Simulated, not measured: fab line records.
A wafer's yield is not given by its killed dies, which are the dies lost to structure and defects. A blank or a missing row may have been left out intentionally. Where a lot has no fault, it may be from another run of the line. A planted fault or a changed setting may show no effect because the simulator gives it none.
Which tool was responsible? :: flow gf180mcu :: 13 lots, 35 wafers sampled, at 5 steps of a route of 602

## WHAT THE GAUGES SHOWED, per wafer
GF_NWELL_TW_MEAS_11. Usual: for NWELL_TW the level is 1581 and the standard deviation is 7.3.
lot: L809
measured: day 3 06:31
on: film metro-01
NWELL_TW: 1561 1567 1568
flag: 

lot: L811
measured: day 4 01:17
on: film metro-01
NWELL_TW: 1579 1586 1584
flag: 

lot: L812
measured: day 4 06:20
on: film metro-03
NWELL_TW: 1573 1589 1575
flag: 

lot: L813
measured: day 4 08:59
on: film metro-01
NWELL_TW: 1579 1581 1577
flag: 

lot: L814
measured: day 4 12:52
on: film metro-03
NWELL_TW: 1578 1585 1576
flag: 

lot: L817
measured: day 5 05:28
on: film metro-01
NWELL_TW: 1573 1578 1584
flag: 

lot: L822
measured: day 6 07:04
on: film metro-04
NWELL_TW: 1570 1574 1567
flag: 

lot: L825
measured: day 6 23:29
on: film metro-04
NWELL_TW: 1580 1575
flag: 

lot: L826
measured: day 7 05:30
on: film metro-01
NWELL_TW: 1579 1576
flag: 

lot: L827
measured: day 7 11:11
on: film metro-04
NWELL_TW: 1589
flag: 

lot: L830
measured: day 8 03:37
on: film metro-04
NWELL_TW: 1581 1577 1591
flag: 

lot: L831
measured: day 8 07:56
on: film metro-04
NWELL_TW: 1579 1576 1585
flag: 

lot: L832
measured: day 8 17:47
on: film metro-01
NWELL_TW: 1576 1578 1587
flag: 

GF_LVPWELL_TW_MEAS_11. Usual: for LVPWELL_TW the level is 562.5 and the standard deviation is 2.1.
lot: L809
measured: day 3 19:02
on: film metro-03
LVPWELL_TW: 561.8 563.7 561.6
flag: 

lot: L811
measured: day 4 14:12
on: film metro-01
LVPWELL_TW: 562.5 560.6 562.0
flag: 

lot: L812
measured: day 4 20:48
on: film metro-04
LVPWELL_TW: 558.7 563.0 563.3
flag: 

lot: L813
measured: day 4 23:00
on: film metro-03
LVPWELL_TW: 563.0 564.8 562.1
flag: 

lot: L814
measured: day 5 03:22
on: film metro-03
LVPWELL_TW: 560.1 560.7 562.6
flag: 

lot: L817
measured: day 5 20:13
on: film metro-01
LVPWELL_TW: 562.8 560.6 560.7
flag: 

lot: L822
measured: day 6 22:34
on: film metro-03
LVPWELL_TW: 565.6 567.0 561.3
flag: 

lot: L825
measured: day 7 14:51
on: film metro-03
LVPWELL_TW: 569.8 564.1
flag: 

lot: L826
measured: day 7 21:40
on: film metro-04
LVPWELL_TW: 564.7 570.0
flag: 

lot: L827
measured: day 8 04:02
on: film metro-01
LVPWELL_TW: 568.4
flag: 

lot: L830
measured: day 8 20:42
on: film metro-04
LVPWELL_TW: 564.3 559.4 562.7
flag: 

lot: L831
measured: day 9 00:33
on: film metro-04
LVPWELL_TW: 560.9 562.6 562.1
flag: 

lot: L832
measured: day 9 10:35
on: film metro-04
LVPWELL_TW: 561.6 562.1 564.1
flag: 

GF_VT_IMPLANT_RS_MEAS_48: measures by four-point-probe. Usual: for LVPWELL_RS the level is 1197 ohm/sq and the standard deviation is 3.3.
lot: L809
measured: day 7 11:37
on: film metro-03
LVPWELL_RS (ohm/sq): 1196 1195 1197
flag: 

lot: L811
measured: day 8 12:47
on: film metro-03
LVPWELL_RS (ohm/sq): 1200 1199 1201
flag: 

lot: L812
measured: day 8 19:54
on: film metro-04
LVPWELL_RS (ohm/sq): 1196 1202 1201
flag: 

lot: L813
measured: day 8 21:38
on: film metro-04
LVPWELL_RS (ohm/sq): 1199 1195 1195
flag: 

lot: L814
measured: day 9 02:01
on: film metro-04
LVPWELL_RS (ohm/sq): 1197 1196 1197
flag: 

lot: L817
measured: day 10 00:39
on: film metro-01
LVPWELL_RS (ohm/sq): 1192 1200 1195
flag: 

lot: L822
measured: day 11 05:05
on: film metro-03
LVPWELL_RS (ohm/sq): 1194 1195 1200
flag: 

lot: L825
measured: day 12 03:58
on: film metro-03
LVPWELL_RS (ohm/sq): 1161 1194 1161 1195
flag: OFF

lot: L826
measured: day 12 18:10
on: film metro-04
LVPWELL_RS (ohm/sq): 1198 1165 1198 1165
flag: OFF

lot: L827
measured: day 12 19:06
on: film metro-01
LVPWELL_RS (ohm/sq): 1162 1163
flag: OFF

lot: L830
measured: day 13 11:25
on: film metro-04
LVPWELL_RS (ohm/sq): 1202 1206 1201
flag: 

lot: L831
measured: day 13 15:53
on: film metro-03
LVPWELL_RS (ohm/sq): 1197 1197 1197
flag: 

lot: L832
measured: day 14 03:36
on: film metro-04
LVPWELL_RS (ohm/sq): 1201 1197 1196
flag: 

GF_VT_IMPLANT_RS_MEAS_49: measures by four-point-probe. Usual: for MVPSD_RS the level is 1168.1 ohm/sq and the standard deviation is 2.9.
lot: L809
measured: day 7 11:44
on: film metro-03
MVPSD_RS (ohm/sq): 1161.7 1161.6 1164.9
flag: 

lot: L811
measured: day 8 12:55
on: film metro-03
MVPSD_RS (ohm/sq): 1171.1 1171.4 1170.5
flag: 

lot: L812
measured: day 8 20:01
on: film metro-04
MVPSD_RS (ohm/sq): 1172.2 1173.0 1169.3
flag: 

lot: L813
measured: day 8 21:46
on: film metro-04
MVPSD_RS (ohm/sq): 1165.9 1169.4 1168.7
flag: 

lot: L814
measured: day 9 02:08
on: film metro-04
MVPSD_RS (ohm/sq): 1170.2 1170.9 1166.8
flag: 

lot: L817
measured: day 10 00:46
on: film metro-01
MVPSD_RS (ohm/sq): 1168.8 1167.2 1168.9
flag: 

lot: L822
measured: day 11 05:12
on: film metro-03
MVPSD_RS (ohm/sq): 1167.3 1169.4 1166.4
flag: 

lot: L825
measured: day 12 10:13
on: film metro-03
MVPSD_RS (ohm/sq): 1171.7 1173.4
flag: 

lot: L826
measured: day 12 23:05
on: film metro-04
MVPSD_RS (ohm/sq): 1170.7 1169.7
flag: 

lot: L827
measured: day 12 21:50
on: film metro-01
MVPSD_RS (ohm/sq): 1164.3
flag: 

lot: L830
measured: day 13 11:32
on: film metro-04
MVPSD_RS (ohm/sq): 1166.1 1171.1 1165.4
flag: 

lot: L831
measured: day 13 16:01
on: film metro-03
MVPSD_RS (ohm/sq): 1166.8 1166.9 1166.0
flag: 

lot: L832
measured: day 14 03:43
on: film metro-04
MVPSD_RS (ohm/sq): 1165.4 1166.8 1169.5
flag: 

## WHICH TOOL RAN EACH LOT (tool, then ch and the chambers of the sampled wafers, then the start)
lot: L809
GF_LVPWELL_IMPLANT_09: implanter-01 ch 0, day 3 18:49

lot: L811
GF_LVPWELL_IMPLANT_09: implanter-01 ch 0, day 4 13:57

lot: L812
GF_LVPWELL_IMPLANT_09: implanter-04 ch 0, day 4 20:33

lot: L813
GF_LVPWELL_IMPLANT_09: implanter-01 ch 0, day 4 22:45

lot: L814
GF_LVPWELL_IMPLANT_09: implanter-04 ch 0, day 5 03:08

lot: L817
GF_LVPWELL_IMPLANT_09: implanter-02 ch 0, day 5 20:01

lot: L822
GF_LVPWELL_IMPLANT_09: implanter-04 ch 0, day 6 22:20

lot: L825
GF_LVPWELL_IMPLANT_09: implanter-01 ch 0, day 7 14:36

lot: L826
GF_LVPWELL_IMPLANT_09: implanter-01 ch 0, day 7 21:26

lot: L827
GF_LVPWELL_IMPLANT_09: implanter-01 ch 0, day 8 03:47

lot: L830
GF_LVPWELL_IMPLANT_09: implanter-04 ch 0, day 8 20:28

lot: L831
GF_LVPWELL_IMPLANT_09: implanter-04 ch 0, day 9 00:18

lot: L832
GF_LVPWELL_IMPLANT_09: implanter-04 ch 0, day 9 10:20
- GF_LVPWELL_IMPLANT_09

## AS READ BY THE TOOLS THEMSELVES (means over the sampled wafers that have a number; for cases with no such wafer, the mark the record gives instead)
GF_LVPWELL_IMPLANT_09. Usual: beam on s 10.01 s, standard deviation 0.21; faraday current uA 28.2, standard deviation 0.58.
lot: L809
tool: implanter-01
beam on s (s): 10.13
faraday current uA: 27.8
flag: 

lot: L811
tool: implanter-01
beam on s (s): 10.07
faraday current uA: 28.0
flag: 

lot: L812
tool: implanter-04
beam on s (s): 9.90
faraday current uA: 28.4
flag: 

lot: L813
tool: implanter-01
beam on s (s): 9.96
faraday current uA: 28.3
flag: 

lot: L814
tool: implanter-04
beam on s (s): 9.93
faraday current uA: 28.4
flag: 

lot: L817
tool: implanter-02
beam on s (s): 10.13
faraday current uA: 27.8
flag: 

lot: L822
tool: implanter-04
beam on s (s): 10.10
faraday current uA: 27.9
flag: 

lot: L825
tool: implanter-01
beam on s (s): 10.78
faraday current uA: 26.4
flag: OFF

lot: L826
tool: implanter-01
beam on s (s): 10.72
faraday current uA: 26.4
flag: OFF

lot: L827
tool: implanter-01
beam on s (s): 11.57
faraday current uA: 24.5
flag: OFF

lot: L830
tool: implanter-04
beam on s (s): 10.17
faraday current uA: 27.8
flag: 

lot: L831
tool: implanter-04
beam on s (s): 9.96
faraday current uA: 28.3
flag: 

lot: L832
tool: implanter-04
beam on s (s): 9.81
faraday current uA: 28.8
flag: 

## THE ANSWER, worked out from the rows above alone
Rule: lot off if the mean of its wafers having a number is beyond 3 standard deviations from the usual mean. Also off: a lot with no number at a reading for which 4 or more lots have one. All remaining lots with rows at the step are treated as sound. The gauges are gone through in route order, then the tools' own readings, and for those a lot's mean is taken as printed above. At the first step where some lot is off, the reading lying furthest off is the one used; lots without a number count as furthest.
Off: at GF_VT_IMPLANT_RS_MEAS_48 (LVPWELL_RS), L825, L826, L827.
If a tool, at a process step before that reading, ran all the lots that are off and no sound lot after the first of them, it fits. The gauges at GF_VT_IMPLANT_RS_MEAS_48 aren't tried: what is off there is off at GF_LVPWELL_IMPLANT_09 too, on other tools, and a gauge's error can't cause that. One fits: GF_LVPWELL_IMPLANT_09 on implanter-01. Its last sound lot is L813 (day 4 22:45), its first lot that is off L825 (day 7 14:36): a fault that began between those two fits.
The tool's own readings at GF_LVPWELL_IMPLANT_09 bear it out: on the lots that are off they differ by more than 5 times the standard deviation of the sound lots' means. beam on s reads 11.02 s there against 10.02 s on the sound lots; faraday current uA reads 25.8 there against 28.1 on the sound lots.

## WHAT HAD BEEN PUT IN BY THE SIMULATOR
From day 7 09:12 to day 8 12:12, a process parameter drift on implanter-01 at GF_LVPWELL_IMPLANT_09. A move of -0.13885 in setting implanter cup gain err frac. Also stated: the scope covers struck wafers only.
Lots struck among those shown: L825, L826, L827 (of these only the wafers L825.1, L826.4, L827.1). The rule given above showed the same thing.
